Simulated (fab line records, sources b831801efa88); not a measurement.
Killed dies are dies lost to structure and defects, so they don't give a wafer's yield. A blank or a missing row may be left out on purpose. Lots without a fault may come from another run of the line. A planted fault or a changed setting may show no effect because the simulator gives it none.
Which tool did it? | flow sky130 | 12 lots, 36 wafers sampled, at 4 steps of a route of 708

WHAT THE GAUGES READ, wafer by wafer
The record holds no reading of a measuring or inspecting step that can be judged against a usual standard deviation.

WHICH TOOL RAN EACH LOT (tool, then ch and the chambers of the sampled wafers, then the start)
lot  | SKY_VIA1_ETCH_14                   | SKY_VIA1_ETCH_15                   | SKY_VIA1_STRIP_16                    | SKY_PAD_OPEN_PROBE_99
L612 | rie_diel-02 ch 1,2, day 33 11:37   | rie_diel-02 ch 1,2, day 33 11:40   | plasma_asher-01 ch 0,1, day 33 11:44 | -
L614 | rie_diel-04 ch 1,2, day 33 18:47   | rie_diel-04 ch 1,2, day 33 18:49   | plasma_asher-02 ch 0,1, day 33 18:52 | -
L615 | rie_diel-01 ch 0,1,2, day 34 10:04 | rie_diel-01 ch 0,1,2, day 34 10:07 | plasma_asher-01 ch 0,1, day 34 10:10 | -
L616 | rie_diel-02 ch 0,1,3, day 34 14:58 | rie_diel-02 ch 0,1,3, day 34 15:00 | plasma_asher-02 ch 0,1, day 34 15:02 | -
L617 | rie_diel-01 ch 0,3, day 35 01:52   | rie_diel-01 ch 0,3, day 35 01:54   | plasma_asher-02 ch 0,1, day 35 01:56 | -
L620 | rie_diel-01 ch 0,3, day 35 20:02   | rie_diel-01 ch 0,3, day 35 20:04   | plasma_asher-02 ch 0, day 35 20:07   | -
L622 | rie_diel-01 ch 1,3, day 36 15:29   | rie_diel-01 ch 1,3, day 36 15:31   | plasma_asher-02 ch 0,1, day 36 15:34 | -
L628 | rie_diel-01 ch 0,2,3, day 38 13:17 | rie_diel-01 ch 0,2,3, day 38 13:19 | plasma_asher-04 ch 0,1, day 38 13:22 | prober-01, day 49 08:28
L630 | rie_diel-01 ch 2,3, day 39 00:34   | rie_diel-01 ch 2,3, day 39 00:36   | plasma_asher-01 ch 0,1, day 39 00:39 | prober-01, day 49 14:29
L632 | rie_diel-04 ch 0,1, day 39 21:25   | rie_diel-04 ch 0,1, day 39 21:28   | plasma_asher-01 ch 0,1, day 39 21:31 | -
L631 | rie_diel-04 ch 0,2,3, day 40 01:23 | rie_diel-04 ch 0,2,3, day 40 01:25 | plasma_asher-01 ch 1, day 40 01:28   | -
L635 | rie_diel-04 ch 0,1,3, day 40 14:31 | rie_diel-04 ch 0,1,3, day 40 14:34 | plasma_asher-04 ch 0,1, day 40 14:37 | -
- SKY_VIA1_ETCH_14: etches BARC in N2/H2, stops on SiO2, time 45.9 s, target depth 60 nm.
- SKY_VIA1_ETCH_15: etches SiO2 in C4F8/O2/Ar, stops on TiN, target depth 351 nm, time 54 s.
- SKY_VIA1_STRIP_16: strips in O2/N2.
- SKY_PAD_OPEN_PROBE_99

WHAT THE TOOLS THEMSELVES READ (means of the sampled wafers that have a number; where no wafer has one, the mark that the record gives instead)
SKY_VIA1_ETCH_14.
lot  | tool        | drypump_motor_current_A (A) | oes_product_au (a.u.) | rf_fwd_power_W (W) | throttle_valve_pct (%)
L612 | rie_diel-02 | 5.8                         | 0.855                 | 493.9              | 13.221
L614 | rie_diel-04 | 6.2                         | 0.855                 | 494.4              | 13.226
L615 | rie_diel-01 | 6.0                         | 0.853                 | 494.1              | 13.224
L616 | rie_diel-02 | 5.6                         | 0.852                 | 495.1              | 13.222
L617 | rie_diel-01 | 5.9                         | 0.855                 | 496.0              | 13.223
L620 | rie_diel-01 | 5.9                         | 0.859                 | 496.8              | 13.222
L622 | rie_diel-01 | 5.8                         | 0.857                 | 493.4              | 13.217
L628 | rie_diel-01 | 5.9                         | 0.814                 | 494.2              | 13.227
L630 | rie_diel-01 | 5.8                         | 0.771                 | 492.5              | 13.229
L632 | rie_diel-04 | 5.9                         | 0.851                 | 494.9              | 13.223
L631 | rie_diel-04 | 5.9                         | 0.856                 | 494.9              | 13.220
L635 | rie_diel-04 | 5.7                         | 0.857                 | 494.7              | 13.223

SKY_VIA1_ETCH_15.
lot  | tool        | oes_product_au (a.u.) | rf_fwd_power_W (W)
L612 | rie_diel-02 | 0.987                 | 1489
L614 | rie_diel-04 | 0.974                 | 1493
L615 | rie_diel-01 | 0.980                 | 1485
L616 | rie_diel-02 | 0.983                 | 1487
L617 | rie_diel-01 | 0.980                 | 1491
L620 | rie_diel-01 | 0.985                 | 1490
L622 | rie_diel-01 | 0.984                 | 1487
L628 | rie_diel-01 | 0.782                 | 1486
L630 | rie_diel-01 | 0.574                 | 1485
L632 | rie_diel-04 | 0.980                 | 1490
L631 | rie_diel-04 | 0.976                 | 1489
L635 | rie_diel-04 | 0.979                 | 1487

SKY_VIA1_STRIP_16.
lot  | tool            | drypump_motor_current_A (A) | oes_product_au (a.u.) | strip_time_to_endpoint_s (s)
L612 | plasma_asher-01 | 5.9                         | 0.410                 | 4.449
L614 | plasma_asher-02 | 5.9                         | 0.414                 | 4.448
L615 | plasma_asher-01 | 5.9                         | 0.418                 | 4.433
L616 | plasma_asher-02 | 5.9                         | 0.419                 | 4.457
L617 | plasma_asher-02 | 5.7                         | 0.413                 | 4.450
L620 | plasma_asher-02 | 6.1                         | 0.414                 | 4.420
L622 | plasma_asher-02 | 5.9                         | 0.415                 | 4.415
L628 | plasma_asher-04 | 5.5                         | 0.417                 | 4.498
L630 | plasma_asher-01 | 5.9                         | 0.423                 | 4.579
L632 | plasma_asher-01 | 5.4                         | 0.417                 | 4.462
L631 | plasma_asher-01 | 5.0                         | 0.416                 | 4.492
L635 | plasma_asher-04 | 5.4                         | 0.413                 | 4.426

SKY_PAD_OPEN_PROBE_99.
lot  | tool      | defect_limited_yield (%) | killed_at_M0_to_M3 | killed_at_M4_up | killed_at_contacts | killed_at_front_end | killed_at_other | killed_dies | killed_on_rim | killed_open | killed_short | sort_bin_3_pad_short (%) | sort_bin_5_function (%) | sort_bin_6_memory (%) | sort_n_pass | sort_yield_pct (%)
L628 | prober-01 | 54.9                     | 179                | 3.3             | 22                 | 17                  | 0.3             | 222         | 43            | 45          | 39           | 0.9                      | 37.0                    | 7.2                   | 270         | 54.9
L630 | prober-01 | 26.8                     | 315                | 2.0             | 29                 | 14                  | 0.0             | 360         | 73            | 56          | 32           | 1.1                      | 65.5                    | 6.7                   | 132         | 26.8

THE ANSWER, worked out from the rows above alone
Rule: what is usual is taken from the lots themselves. Put in order of their means at a reading, lots are off if they are a third of the lots or fewer, leave a main group of 4 or more, and stand apart from it by a gap of 3 or more times the standard deviation of the main group's means; of several such gaps the widest counts. A main group whose means are all the same, to the digits that the tables above print for the reading, isn't used. A lot without any number at a reading at which 4 lots or more have one is off too. The other lots that the step has rows for count as sound. The gauges are gone through in route order, then the tools' own readings, and for those a lot's mean is taken as printed above. The first step at which some lot is off is used, and at that step the reading that is off furthest; a lot without a number counts as furthest.
Off: L628, L630, at SKY_VIA1_ETCH_14 (oes_product_au). The main group: mean 0.855 a.u., standard deviation 0.0023.
A tool fits if, at that step or a process step before it, it ran every lot that is off, and no sound lot after the first of them. One fits: rie_diel-01 at SKY_VIA1_ETCH_14. Its last sound lot is L622 (day 36 15:29), its first lot that is off L628 (day 38 13:17): a fault that began between those two fits.
The tool's own readings at SKY_VIA1_ETCH_14 bear it out: on the lots that are off they differ by more than 5 times the standard deviation of the sound lots' means. oes_product_au reads 0.792 a.u. there against 0.855 a.u. on the sound lots.

WHAT THE SIMULATOR HAD PUT IN
Process parameter drift: rie_diel-01, from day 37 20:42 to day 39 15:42, at SKY_VIA1_ETCH_14. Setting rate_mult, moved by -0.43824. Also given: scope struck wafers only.
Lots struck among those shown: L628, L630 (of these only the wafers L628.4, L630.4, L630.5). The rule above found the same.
